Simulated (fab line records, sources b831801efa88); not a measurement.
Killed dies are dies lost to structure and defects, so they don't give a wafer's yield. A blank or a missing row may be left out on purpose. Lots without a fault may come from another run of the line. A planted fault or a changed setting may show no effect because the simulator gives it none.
Which tool did it? | flow sky130 | 12 lots, 36 wafers sampled, at 2 steps of a route of 708

WHAT THE GAUGES READ, wafer by wafer
SKY_METAL4_OVL_MEAS_14. Usual: METAL4_OVL 2 nm, standard deviation 6.6.
lot  | measured     | on         | METAL4_OVL (nm) | flag
L351 | day 43 11:22 | overlay-01 | 15 -4 12        |
L353 | day 43 22:58 | overlay-01 | -7 9 11         |
L357 | day 45 06:10 | overlay-02 | 6 17 11         |
L358 | day 45 17:34 | overlay-01 | -3 -4 -7        |
L362 | day 46 19:41 | overlay-02 | -6 -10 5        |
L365 | day 47 06:05 | overlay-02 | 6 -4 0          |
L364 | day 47 06:44 | overlay-02 | 9 -2 -5         |
L366 | day 47 09:53 | overlay-02 | -2 -5 5         |
L367 | day 47 20:01 | overlay-02 | 6 -1 8          |
L369 | day 48 02:40 | overlay-02 | 5 3 1           |
L373 | day 49 00:50 | overlay-01 | 8 -6 4          |
L374 | day 49 04:50 | overlay-01 | 1 5 -1          |

WHICH TOOL RAN EACH LOT (tool, then ch and the chambers of the sampled wafers, then the start)
lot  | SKY_METAL4_SPUTTER_04
L351 | pvd_sputter-02, day 41 09:26
L353 | pvd_sputter-03, day 41 20:46
L357 | pvd_sputter-03, day 43 05:42
L358 | pvd_sputter-04, day 43 17:35
L362 | pvd_sputter-03, day 44 22:57
L365 | pvd_sputter-03, day 45 09:07
L364 | pvd_sputter-04, day 45 10:11
L366 | pvd_sputter-02, day 45 13:28
L367 | pvd_sputter-03, day 45 23:58
L369 | pvd_sputter-03, day 46 07:01
L373 | pvd_sputter-02, day 47 06:01
L374 | pvd_sputter-03, day 47 10:56
- SKY_METAL4_SPUTTER_04: material TiN, target thk 70 nm, time 58.3 s.

WHAT THE TOOLS THEMSELVES READ (means of the sampled wafers that have a number; where no wafer has one, the mark that the record gives instead)
SKY_METAL4_SPUTTER_04. Usual: chamber_pressure_pa 0.4000 Pa, standard deviation 0.00082; throttle_valve_pct 30.6 %, standard deviation 0.79.
lot  | tool           | chamber_pressure_pa (Pa) | throttle_valve_pct (%) | flag
L351 | pvd_sputter-02 | 0.4002                   | 30.6                   |
L353 | pvd_sputter-03 | 0.4006                   | 30.6                   |
L357 | pvd_sputter-03 | 0.4002                   | 30.6                   |
L358 | pvd_sputter-04 | 0.3994                   | 30.8                   |
L362 | pvd_sputter-03 | 0.4009                   | 29.9                   |
L365 | pvd_sputter-03 | 0.4004                   | 31.6                   |
L364 | pvd_sputter-04 | 0.3996                   | 30.8                   |
L366 | pvd_sputter-02 | 0.3995                   | 30.0                   |
L367 | pvd_sputter-03 | 0.4006                   | 30.3                   |
L369 | pvd_sputter-03 | 0.4000                   | 30.6                   |
L373 | pvd_sputter-02 | 0.4000                   | 30.9                   |
L374 | pvd_sputter-03 | 0.4003                   | 30.6                   |

THE ANSWER, worked out from the rows above alone
Rule: a lot is off if the mean of its wafers that have a number lies more than 3 standard deviations from the usual mean. A lot without any number at a reading at which 4 lots or more have one is off too. The other lots that the step has rows for count as sound. The gauges are gone through in route order, then the tools' own readings, and for those a lot's mean is taken as printed above. The first step at which some lot is off is used, and at that step the reading that is off furthest; a lot without a number counts as furthest.
No lot is off at any reading shown: from this, nothing can be told.

WHAT THE SIMULATOR HAD PUT IN
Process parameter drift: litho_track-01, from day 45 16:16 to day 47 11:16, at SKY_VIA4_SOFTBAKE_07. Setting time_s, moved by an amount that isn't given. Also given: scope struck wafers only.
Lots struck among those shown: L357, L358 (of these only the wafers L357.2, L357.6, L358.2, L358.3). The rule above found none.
